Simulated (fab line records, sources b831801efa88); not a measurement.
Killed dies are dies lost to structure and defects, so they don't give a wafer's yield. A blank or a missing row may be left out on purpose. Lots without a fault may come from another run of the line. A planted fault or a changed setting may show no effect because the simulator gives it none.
fab line records | flow sky130
record lots=6 wafers=18 last_day=50
route steps=708 shown VIA2@510 PAD_OPEN@708
lots that met no fault: from a run of the same line without faults
start_h: hours from the record's first day to the start of the lot's first wafer shown | wait_h: hours since the lot's step before | " the same as in the row above | L1.1+2: a row that stands for several wafers | - no value, or no start given | * or withheld: withheld | < > ~ a bound
route shown NAME@n: a module of which the file shows steps, and the number in the route of the first | usual: mean/standard deviation of fault-free wafers | same: alike in all rows | chamber/n: place in a boat | sites: the reading at each site | _std_site: their standard deviation | _edge_site: outer sites' mean less inner sites' | radius_mm: how far each site lies from the wafer's centre | mask NAME#n: copy n | behind: the tool/chamber that last shaped the wafer | hold: why the lot was held/for how many hours/how that ended | device: the transistor (n, p or np) that didn't switch | end of line: the same wafers' tests at the end of the route | a step without rows: its recipe alone | killed: dies lost to structure and defects at the first sort, not the wafer's yield | map: a wafer's dies, x killed, . not, _ none there
set.NAME: the setting as run; set.NAME@STEP: as run at that earlier step | model.NAME: the simulator's own value behind a step, which no gauge read
lots at some steps of the route; a table a step, a row a wafer
services: from which hour (start_h, from the record's first day; less than 0 if before it) a tool's chamber was out of use, for how many hours, and why
## steps
# step SKY_VIA2_BOW_MEAS_03
# recipe mode=bow
# usual VIA2_BOW=84/6.6
# columns lot.wafer tool chamber start_h wait_h VIA2_BOW[um]
L389.1 film_metro-03 - 838.35 0.1 78
L389.2 " - " " 74
L389.4 " - " " 75
L397.2 film_metro-03 - 892.61 0.2 89
L397.4 " - " " 88
L397.5 " - " " 82
L400.1 film_metro-03 - 921.46 0.2 80
L400.2 " - " " 91
L400.4 " - " " 87
L401.2 film_metro-04 - 929.53 0.1 87
L401.3 " - " " 94
L401.4 " - " " 95
L405.1 film_metro-04 - 951.11 0.1 88
L405.4 " - " " 89
L405.6 " - " " 90
L408.2 film_metro-04 - 973.47 0.1 84
L408.3 " - " " 91
L408.4 " - " " 89
# step SKY_VIA2_DEHYDRATE_04
# recipe temp_c=200 time_s=60
# step SKY_VIA2_HMDS_05
# recipe prime_time_s=60 prime_temp_c=120
# step SKY_VIA2_COAT_06
# recipe resist=BARC temp_c=withheld time_s=withheld spin_rpm=3000 resist_thk_nm=60
# step SKY_VIA2_COAT_07
# recipe resist=KrF-thick spin_rpm=3000 resist_thk_nm=450
# step SKY_VIA2_SOFTBAKE_08
# recipe temp_c=100 time_s=90 resist=KrF-thick
# step SKY_VIA2_EXPOSE_09
# recipe mask_id=VIM2 na=0.8 source_shape=annular sigma_inner=0.55 sigma_outer=0.85 target_cd_nm=200 dose_mj=38
# step SKY_VIA2_PEB_10
# recipe peb_temp_c=withheld peb_time_s=withheld resist=KrF-thick
# step SKY_VIA2_DEVELOP_11
# recipe develop_time_s=60 resist=KrF-thick dev_temp_c=21
# step SKY_VIA2_CD_MEAS_12
# recipe target_cd_nm=200
# usual cd_nm=199.8/1.4
# columns lot.wafer tool chamber start_h wait_h cd_nm
L389.1 cd_sem-02 - 864.24 - 198.5
L389.2 " - " " 200.2
L389.4 " - " " 200.8
L397.2 cd_sem-01 - 917.81 - 200.8
L397.4 " - " " 200.2
L397.5 " - " " 199.4
L400.1 cd_sem-01 - 946.02 - 200.4
L400.2 " - " " 200.2
L400.4 " - " " 200.9
L401.2 cd_sem-01 - 954.48 - 199.6
L401.3 " - " " 199.9
L401.4 " - " " 198.4
L405.1 cd_sem-02 - 975.56 - 198.8
L405.4 " - " " 199.6
L405.6 " - " " 201.3
L408.2 cd_sem-02 - 996.91 - 200.1
L408.3 " - " " 199.4
L408.4 " - " " 199.6
# step SKY_VIA2_OVL_MEAS_13
# usual VIA2_OVL=-7/6.7
# columns lot.wafer tool chamber start_h wait_h VIA2_OVL[nm]
L389.1 overlay-01 - 864.36 0.1 -2
L389.2 " - " " -8
L389.4 " - " " -9
L397.2 overlay-01 - 917.92 0.1 2
L397.4 " - " " -2
L397.5 " - " " -3
L400.1 overlay-02 - 946.14 0.1 -14
L400.2 " - " " -9
L400.4 " - " " -9
L401.2 overlay-01 - 954.58 0.1 -10
L401.3 " - " " 1
L401.4 " - " " -10
L405.1 overlay-02 - 975.68 0.1 7
L405.4 " - " " 3
L405.6 " - " " -4
L408.2 overlay-01 - 997.02 0.1 -1
L408.3 " - " " -4
L408.4 " - " " -3
# step SKY_VIA2_ETCH_14
# recipe chemistry=N2/H2 target=BARC ion_energy_ev=200 source_w=500 bias_w=100 pressure_mtorr=30 n2_flow_sccm=100 h2_flow_sccm=200 stop_on=SiO2 time_s=45.9 target_depth_a=600
# usual drypump_motor_current_A=5.9/0.45 oes_product_au=0.855/0.0051 rf_fwd_power_W=495.1/2.2 throttle_valve_pct=13.225/0.0093
# columns lot.wafer tool chamber start_h wait_h drypump_motor_current_A oes_product_au rf_fwd_power_W rf_hours_counter_h throttle_valve_pct
L389.1 rie_diel-04 1 864.40 0.0 6.1 0.853 492.2 16 13.217
L389.2 " 2 " " 5.3 0.851 492.7 3 13.235
L389.4 " 3 " " 6.6 0.855 492.7 16 13.209
L397.2 rie_diel-01 3 917.95 0.0 5.7 0.854 495.4 27 13.215
L397.4 " 2 " " 5.1 0.859 496.2 27 13.228
L397.5 " 1 " " 5.9 0.847 499.7 - 13.216
L400.1 rie_diel-04 1 946.18 0.0 6.1 0.851 491.7 18 13.223
L400.2 " 2 " " 5.3 0.865 496.4 6 13.224
L400.4 " 0 " " 5.6 0.853 496.8 18 13.214
L401.2 rie_diel-04 1 954.61 0.0 6.1 0.856 494.6 19 13.229
L401.3 " 3 " " 6.6 0.855 492.4 19 13.246
L401.4 " 2 " " 5.3 0.864 493.2 6 13.230
L405.1 rie_diel-02 0 975.71 0.0 6.0 0.857 495.0 3 13.217
L405.4 " 1 " " 5.9 0.845 491.4 4 13.238
L405.6 " 1 " " 5.9 0.858 491.2 - 13.218
L408.2 rie_diel-02 3 997.05 0.0 6.0 0.858 493.0 5 13.229
L408.3 " 1 " " 5.9 0.859 493.4 4 13.220
L408.4 " 2 " " 5.8 0.855 495.4 10 13.229
# step SKY_VIA2_ETCH_15
# recipe target=SiO2 chemistry=C4F8/O2/Ar target_depth_nm=546 stop_on=TiN mask_material=KrF-thick source_w=1500 bias_w=1200 pressure_mtorr=40 c4f8_flow_sccm=withheld O2_flow_sccm=6 Ar_flow_sccm=300 time_s=84
# usual oes_product_au=0.940/0.0045 rf_fwd_power_W=1490/4.8
# columns lot.wafer tool chamber start_h wait_h oes_product_au rf_fwd_power_W model.KrF-thick_of_VIA2_COAT_07.thk_nm
L389.1 rie_diel-04 1 864.44 0.0 0.941 1490 285.2
L389.2 " 2 " " 0.943 1493 282.3
L389.4 " 3 " " 0.935 1489 281.1
L397.2 rie_diel-01 3 917.99 0.0 0.947 1492 284.8
L397.4 " 2 " " 0.940 1488 283.2
L397.5 " 1 " " 0.943 1489 287.8
L400.1 rie_diel-04 1 946.22 0.0 0.933 1249 293.2
L400.2 " 2 " " 0.941 1253 289
L400.4 " 0 " " 0.938 1252 291
L401.2 rie_diel-04 1 954.66 0.0 0.936 1245 293.9
L401.3 " 3 " " 0.940 1249 290
L401.4 " 2 " " 0.936 1247 291.8
L405.1 rie_diel-02 0 975.76 0.0 0.939 1499 285.1
L405.4 " 1 " " 0.943 1488 284
L405.6 " 1 " " 0.932 1485 284.9
L408.2 rie_diel-02 3 997.09 0.0 0.938 1482 288.2
L408.3 " 1 " " 0.934 1485 286.2
L408.4 " 2 " " 0.942 1492 281.6
# step SKY_VIA2_STRIP_16
# recipe chemistry=O2/N2 power_w=1400 pressure_mtorr=1500 platen_temp_c=withheld o2_flow_sccm=3000 n2_flow_sccm=300 overash_fraction=0.5
# usual drypump_motor_current_A=6.17/0.3 oes_product_au=0.398/0.0048 strip_time_to_endpoint_s=4.050/0.028
# columns lot.wafer tool chamber start_h wait_h drypump_motor_current_A oes_product_au rf_hours_counter_h strip_time_to_endpoint_s
L389.1 plasma_asher-01 1 864.50 0.0 5.73 0.401 13 4.076
L389.2 " 0 " " 5.87 0.398 13 4.036
L389.4 " 1 " " 5.71 0.401 - 4.019
L397.2 plasma_asher-03 1 918.05 0.0 6.30 0.400 111 4.069
L397.4 " 1 " " 6.29 0.404 - 4.043
L397.5 " 0 " " 6.07 0.404 - 4.103
L400.1 plasma_asher-01 0 946.28 0.0 5.88 0.409 21 4.146
L400.2 " 1 " " 5.71 0.400 21 4.108
L400.4 " 0 " " 5.88 0.401 - 4.119
L401.2 plasma_asher-01 0 954.72 0.0 5.86 0.398 22 4.159
L401.3 " 0 " " 5.87 0.397 - 4.124
L401.4 " 1 " " 5.74 0.395 - 4.148
L405.1 plasma_asher-04 0 975.82 0.0 6.46 0.399 52 4.053
L405.4 " 1 " " 6.46 0.400 - 4.057
L405.6 " 1 " " 6.46 0.393 - 4.070
L408.2 plasma_asher-04 0 997.16 0.0 6.45 0.394 54 4.085
L408.3 " 0 " " 6.46 0.392 - 4.075
L408.4 " 1 " " 6.45 0.392 - 4.017
# step SKY_VIA2_STRIP_17
# recipe chemistry=post_etch_residue_remover time_s=1200 temp_c=72.5
# step SKY_PAD_OPEN_PROBE_99
# usual defect_limited_yield=82.5/1.9 killed_at_M0_to_M3=43/7.6 killed_at_M4_up=2.9/1.7 killed_at_contacts=24/5.5 killed_at_front_end=15/4.2 killed_at_other=0.3/0.52 killed_dies=86/9.4 killed_open=47/7 killed_short=39/6.4 sort_bin_3_pad_short=0.9/0.4 sort_bin_5_function=10.3/1.6 sort_bin_6_memory=6.2/1.1 sort_n_pass=406/9.4 sort_yield_pct=82.5/1.9
# same gross_dies=492 killed_at_back_side=0 sort_bin_4_leakage[%]=0 sort_bin_8_speed[%]=0
# columns lot.wafer tool chamber start_h wait_h defect_limited_yield[%] killed_at_M0_to_M3 killed_at_M4_up killed_at_contacts killed_at_front_end killed_at_other killed_dies killed_open killed_short sort_bin_3_pad_short[%] sort_bin_5_function[%] sort_bin_6_memory[%] sort_n_pass sort_yield_pct[%]
L397.2 prober-01 - 1130.69 0.1 83.5 50 2 19 10 0 81 40 41 0.6 9.6 6.3 411 83.5
L397.4 prober-01 - 1130.79 0.2 80.9 43 7 25 18 1 94 41 52 1.8 12.2 5.1 398 80.9
L397.5 prober-01 - 1130.84 0.2 82.3 30 4 37 16 0 87 51 36 1.0 9.6 7.1 405 82.3
# killed by level:class
L397.2 METAL1:geometric_particle:short=11 VIA1:geometric_particle:open=11 VIA3:geometric_particle:open=9 LOCAL_INTERCONNECT:geometric_particle:short=7 CONTACT:geometric_particle:open=6 METAL2:geometric_particle:short=5 VIA2:geometric_particle:open=5 LI_CONTACT:geometric_particle:open=4
L397.4 VIA1:geometric_particle:open=9 METAL1:geometric_particle:short=8 CONTACT:geometric_particle:short=7 VIA2:geometric_particle:open=7 FIELD_ISO:geometric_particle:short=6 LOCAL_INTERCONNECT:geometric_particle:short=6 CONTACT:geometric_particle:open=6 METAL2:geometric_particle:short=6
L397.5 CONTACT:geometric_particle:open=22 POLY_GATE:geometric_particle:short=7 VIA2:geometric_particle:open=6 LI_CONTACT:geometric_particle:open=5 LOCAL_INTERCONNECT:geometric_particle:short=4 CONTACT:geometric_particle:short=4 METAL2:geometric_particle:short=4 VIA3:geometric_particle:open=4
## services
# columns tool chamber start_h hours kind
rie_diel-02 3 851.93 4.7 repair
rie_diel-04 - 856.83 0.5 repair
plasma_asher-01 - 867.70 3.3 repair
rie_diel-02 0 870.23 9.8 repair
plasma_asher-03 - 931.66 2.8 pm
rie_diel-01 - 940.42 0.6 repair
rie_diel-01 0 949.26 4.1 repair
rie_diel-01 3 959.14 - clean
rie_diel-01 3 959.14 15.3 scheduled_down
rie_diel-01 3 959.14 15.3 vent_cycle
rie_diel-02 1 986.97 2.5 repair
rie_diel-01 2 990.85 - clean
rie_diel-01 2 990.85 17.7 scheduled_down
rie_diel-01 2 990.85 17.7 vent_cycle
## key
first_sign step=SKY_VIA2_ETCH_15 reading=rf_fwd_power_W direction=down sigmas=50 usual=1490 struck=1249
effect step=SKY_VIA2_STRIP_16 reading=strip_time_to_endpoint_s direction=up sigmas=3 usual=* struck=*
model_effect step=SKY_VIA2_ETCH_15 value=KrF-thick_of_VIA2_COAT_07.thk_nm without=284.3 struck=291.5
met_at SKY_VIA2_ETCH_15
struck_wafers L400.1,L400.2,L400.4,L401.2,L401.3,L401.4
onset_between 864.44 946.22
fault kind=process_parameter_drift tool=rie_diel-04 chamber=- onset_h=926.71 steps=SKY_VIA2_ETCH_15 channel=source_w offset=-240 shape=step end_h=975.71 acts_in=these_recipes_only stated=1500
